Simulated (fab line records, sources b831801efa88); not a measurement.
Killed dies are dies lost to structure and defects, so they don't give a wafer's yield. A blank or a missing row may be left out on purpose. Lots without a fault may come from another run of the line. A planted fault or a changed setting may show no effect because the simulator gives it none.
fab line records | flow gf180mcu
record lots=6 wafers=18 last_day=34
route steps=602 shown M2@370 V2@382
lots that met no fault: from a run of the same line without faults
start_h: hours from the record's first day to the start of the lot's first wafer shown | wait_h: hours since the lot's step before | " the same as in the row above | L1.1+2: a row that stands for several wafers | - no value, or no start given | * or withheld: withheld | < > ~ a bound
route shown NAME@n: a module of which the file shows steps, and the number in the route of the first | usual: mean/standard deviation of fault-free wafers | same: alike in all rows | chamber/n: place in a boat | sites: the reading at each site | _std_site: their standard deviation | _edge_site: outer sites' mean less inner sites' | radius_mm: how far each site lies from the wafer's centre | mask NAME#n: copy n | behind: the tool/chamber that last shaped the wafer | hold: why the lot was held/for how many hours/how that ended | device: the transistor (n, p or np) that didn't switch | end of line: the same wafers' tests at the end of the route | a step without rows: its recipe alone | killed: dies lost to structure and defects at the first sort, not the wafer's yield | map: a wafer's dies, x killed, . not, _ none there
set.NAME: the setting as run; set.NAME@STEP: as run at that earlier step | model.NAME: the simulator's own value behind a step, which no gauge read
lots at some steps of the route; a table a step, a row a wafer
services: from which hour (start_h, from the record's first day; less than 0 if before it) a tool's chamber was out of use, for how many hours, and why
## steps
# step GF_M2_HMDS_08
# recipe prime_time_s=60 prime_temp_c=120
# step GF_M2_COAT_09
# recipe resist=KrF spin_rpm=withheld resist_thk_nm=1000
# step GF_M2_SOFTBAKE_10
# recipe temp_c=130 time_s=60 resist=KrF
# step GF_M2_EXPOSE_11
# recipe mask_id=Metal2 target_cd_nm=280 na=0.68 source_shape=conventional sigma_outer=0.6 dose_mj=28
# step GF_M2_PEB_12
# recipe peb_temp_c=135 peb_time_s=90 resist=KrF
# step GF_M2_DEVELOP_13
# recipe develop_time_s=60 dev_temp_c=21
# step GF_M2_CD_MEAS_14
# recipe target_cd_nm=280
# usual cd_nm=279.8/1.3
# columns lot.wafer tool chamber start_h wait_h cd_nm
L145.1 cd_sem-01 - 443.89 0.1 280.3
L145.3 " - " " 279.2
L145.6 " - " " 279.5
L151.1 cd_sem-02 - 506.21 0.1 279.8
L151.3 " - " " 279.3
L151.6 " - " " 280.2
L153.1 cd_sem-02 - 515.92 0.1 281.0
L153.3 " - " " 280.1
L153.6 " - " " 279.9
L161.1 cd_sem-01 - 582.87 0.1 280.2
L161.2 " - " " 280.5
L161.3 " - " " 280.9
L164.2 cd_sem-01 - 606.81 0.1 277.7
L164.3 " - " " 278.5
L164.6 " - " " 279.2
L166.1 cd_sem-01 - 617.37 0.1 280.5
L166.3 " - " " 280.2
L166.6 " - " " 280.3
# step GF_M2_OVL_MEAS_15
# usual M2_OVL=0/4.8
# columns lot.wafer tool chamber start_h wait_h M2_OVL[nm]
L145.1 overlay-01 - 444.01 0.1 -2
L145.3 " - " " 3
L145.6 " - " " -2
L151.1 overlay-02 - 506.33 0.1 -3
L151.3 " - " " 2
L151.6 " - " " -5
L153.1 overlay-01 - 516.04 0.1 7
L153.3 " - " " 5
L153.6 " - " " 7
L161.1 overlay-01 - 582.99 0.1 3
L161.2 " - " " 0
L161.3 " - " " 1
L164.2 overlay-01 - 606.92 0.1 9
L164.3 " - " " -1
L164.6 " - " " 1
L166.1 overlay-02 - 617.49 0.1 3
L166.3 " - " " 3
L166.6 " - " " 6
# step GF_M2_METAL_ETCH_16
# recipe chemistry=Cl2/BCl3 mask_material=KrF target_depth_nm=750.8 stop_on=SiO2 pressure_mtorr=8 icp_w=800 bias_w=140 Cl2_flow_sccm=80 bcl3_flow_sccm=40 time_s=125.1
# usual drypump_motor_current_A=5.5/0.53 oes_product_au=0.992/0.0054 throttle_valve_pct=28.228/0.01
# columns lot.wafer tool chamber start_h wait_h drypump_motor_current_A oes_product_au rf_hours_counter_h throttle_valve_pct
L145.1 rie_metal-04 1 444.05 0.0 5.0 0.988 4 28.233
L145.3 " 1 " " 5.0 0.989 - 28.226
L145.6 " 1 " " 5.0 0.986 - 28.248
L151.1 rie_metal-01 1 506.36 0.0 5.4 0.988 4 28.227
L151.3 " 0 " " 4.9 0.986 - 28.207
L151.6 " 0 " " 4.9 0.986 - 28.229
L153.1 rie_metal-02 0 516.08 0.0 6.4 0.996 0 28.229
L153.3 " 1 " " 5.8 0.988 - 28.232
L153.6 " 0 " " 6.5 1.001 - 28.231
L161.1 rie_metal-01 1 583.03 0.0 5.4 0.982 7 28.230
L161.2 " 0 " " 4.9 0.996 12 28.233
L161.3 " 0 " " 4.9 0.990 - 28.236
L164.2 rie_metal-02 1 606.95 0.0 5.7 0.981 12 28.223
L164.3 " 0 " " 6.5 0.991 - 28.245
L164.6 " 0 " " 6.5 0.999 - 28.237
L166.1 rie_metal-01 0 617.53 0.0 4.9 0.989 14 28.215
L166.3 " 1 " " 5.4 0.997 - 28.231
L166.6 " 0 " " 4.9 0.988 - 28.226
# step GF_M2_STRIP_17
# recipe chemistry=O2/N2 power_w=1400 pressure_mtorr=1500 platen_temp_c=250 o2_flow_sccm=3000 n2_flow_sccm=300 overash_fraction=0.5
# usual drypump_motor_current_A=5.5/0.51 heater_power_w=296/16 oes_product_au=0.537/0.0048 strip_time_to_endpoint_s=7.37/0.051
# columns lot.wafer tool chamber start_h wait_h drypump_motor_current_A heater_power_w oes_product_au rf_hours_counter_h strip_time_to_endpoint_s
L145.1 plasma_asher-02 1 444.18 0.1 4.9 322 0.535 1 7.40
L145.3 " 0 " " 5.2 296 0.533 - 7.45
L145.6 " 1 " " 4.9 316 0.543 - 7.45
L151.1 plasma_asher-04 1 506.49 0.1 5.0 272 0.536 83 7.38
L151.3 " 0 " " 5.7 313 0.541 - 7.42
L151.6 " 1 " " 5.0 284 0.540 - 7.40
L153.1 plasma_asher-02 1 516.21 0.1 4.9 324 0.538 8 7.32
L153.3 " 0 " " 5.3 296 0.539 - 7.37
L153.6 " 0 " " 5.3 295 0.539 - 7.30
L161.1 plasma_asher-04 0 583.16 0.1 5.7 308 0.548 92 7.42
L161.2 " 1 " " 5.0 277 0.541 92 7.39
L161.3 " 1 " " 5.0 279 0.539 - 7.39
L164.2 plasma_asher-03 1 607.08 0.1 6.0 298 0.540 81 7.40
L164.3 " 1 " " 6.0 297 0.531 - 7.34
L164.6 " 0 " " 6.4 267 0.540 - 7.42
L166.1 plasma_asher-04 1 617.66 0.1 5.0 284 0.547 95 7.40
L166.3 " 1 " " 5.0 274 0.537 - 7.40
L166.6 " 0 " " 5.7 305 0.527 - 7.36
# step GF_M2_STRIP_18
# recipe chemistry=post_etch_residue_remover time_s=1200 temp_c=72.5
# step GF_M2_CLEAN_19
# recipe chemistry=DIW dry=n2_spin
# step GF_V2_CVD_00
# recipe material=SiO2 target_thk_nm=600 sigma_open_frac=0.3 temp_c=400 time_s=100 sih4_flow_sccm=60 pressure_mtorr=6
# usual pressure_mtorr=5.999/0.013 sih4_flow_sccm=60.00/0.16
# columns lot.wafer tool chamber start_h wait_h pressure_mtorr sih4_flow_sccm model.SiO2_of_V2_CVD_00.thk_nm
L145.1 hdpcvd-01 0 444.71 0.0 6.020 59.73 591.3
L145.3 " 1 " " 5.982 60.21 595.8
L145.6 " 1 " " 6.005 60.07 599.3
L151.1 hdpcvd-01 2 507.06 0.0 5.978 71.94 714.9
L151.3 " 0 " " 6.009 59.76 583.4
L151.6 " 0 " " 6.030 60.01 594.8
L153.1 hdpcvd-01 1 516.74 0.0 6.033 59.62 582.5
L153.3 " 2 " " 6.015 71.92 712.3
L153.6 " 2 " " 5.999 72.18 701.2
L161.1 hdpcvd-01 1 583.70 0.0 6.013 60.00 588.1
L161.2 " 2 " " 6.012 59.80 597.8
L161.3 " 0 " " 5.971 60.24 591.7
L164.2 hdpcvd-01 2 607.61 0.0 6.004 60.11 595.8
L164.3 " 1 " " 5.996 59.74 595.2
L164.6 " 0 " " 5.997 60.07 598.7
L166.1 hdpcvd-02 2 618.22 0.0 5.995 59.86 600
L166.3 " 0 " " 6.019 59.88 594.3
L166.6 " 0 " " 6.008 60.14 596.8
# step GF_V2_THK_MEAS_01
# recipe reads=SiO2_of_V2_CVD_00
# usual V2_CVD_00_THK=597/7.1
# columns lot.wafer tool chamber start_h wait_h V2_CVD_00_THK[nm]
L145.1 film_metro-04 - 444.78 0.0 592
L145.3 " - " " 596
L145.6 " - " " 599
L151.1 film_metro-03 - 507.13 0.0 715
L151.3 " - " " 584
L151.6 " - " " 595
L153.1 film_metro-03 - 516.81 0.0 583
L153.3 " - " " 712
L153.6 " - " " 701
L161.1 film_metro-01 - 583.77 0.0 588
L161.2 " - " " 597
L161.3 " - " " 592
L164.2 film_metro-04 - 607.69 0.0 596
L164.3 " - " " 595
L164.6 " - " " 599
L166.1 film_metro-01 - 618.29 0.0 600
L166.3 " - " " 594
L166.6 " - " " 597
# step GF_V2_CVD_02
# recipe material=SiO2 target_thk_nm=850 precursor=TEOS temp_c=400 time_s=94.851 rf_w=600
# usual heater_power_w=632/130
# columns lot.wafer tool chamber start_h wait_h heater_power_w
L145.1 pecvd-01 0 444.84 0.1 779
L145.3 " 2 " " 492
L145.6 " 2 " " 552
L151.1 pecvd-01 2 507.19 0.1 546
L151.3 " 1 " " 764
L151.6 " 0 " " 697
L153.1 pecvd-04 0 516.87 0.1 730
L153.3 " 2 " " 444
L153.6 " 1 " " 582
L161.1 pecvd-02 1 583.83 0.1 832
L161.2 " 2 " " 455
L161.3 " 0 " " 699
L164.2 pecvd-04 1 607.74 0.0 533
L164.3 " 2 " " 535
L164.6 " 2 " " 558
L166.1 pecvd-02 1 618.35 0.1 872
L166.3 " 0 " " 619
L166.6 " 1 " " 907
## services
# columns tool chamber start_h hours kind
plasma_asher-02 - 421.25 9.0 pm
hdpcvd-01 - 435.37 2.9 repair
hdpcvd-02 - 438.83 20.9 repair
rie_metal-02 0 452.98 15.7 repair
plasma_asher-02 - 459.89 5.3 repair
hdpcvd-01 2 460.34 3.9 repair
hdpcvd-02 - 465.15 2.4 repair
rie_metal-01 - 484.71 0.5 repair
hdpcvd-02 - 491.23 0.4 repair
plasma_asher-02 - 494.34 2.8 pm
pecvd-04 - 502.34 1.2 repair
pecvd-02 2 502.97 5.1 repair
pecvd-02 - 505.06 6.0 pm
pecvd-04 - 526.06 2.9 repair
pecvd-04 - 526.54 0.7 repair
hdpcvd-01 - 539.25 15.0 pm
hdpcvd-01 0 539.25 15.0 vent_cycle
hdpcvd-01 1 539.25 15.0 vent_cycle
rie_metal-02 0 562.83 6.4 repair
hdpcvd-01 - 564.52 2.3 repair
plasma_asher-02 - 576.29 1.5 repair
plasma_asher-04 - 577.06 2.2 repair
pecvd-01 - 584.37 0.5 repair
pecvd-02 - 601.20 2.8 pm
## key
first_sign step=GF_V2_CVD_00 reading=sih4_flow_sccm direction=up sigmas=73 usual=60.00 struck=72.01
effect step=GF_V2_THK_MEAS_01 reading=V2_CVD_00_THK direction=up sigmas=16 usual=597 struck=709
model_effect step=GF_V2_CVD_00 value=SiO2_of_V2_CVD_00.thk_nm without=589.5 struck=709.5
met_at GF_V2_CVD_00
struck_wafers L151.1,L153.3,L153.6
fault kind=process_parameter_drift tool=hdpcvd-01 chamber=2 onset_h=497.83 steps=GF_V2_CVD_00 channel=sih4_flow_sccm offset=12 shape=step end_h=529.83 acts_in=these_recipes_only stated=60
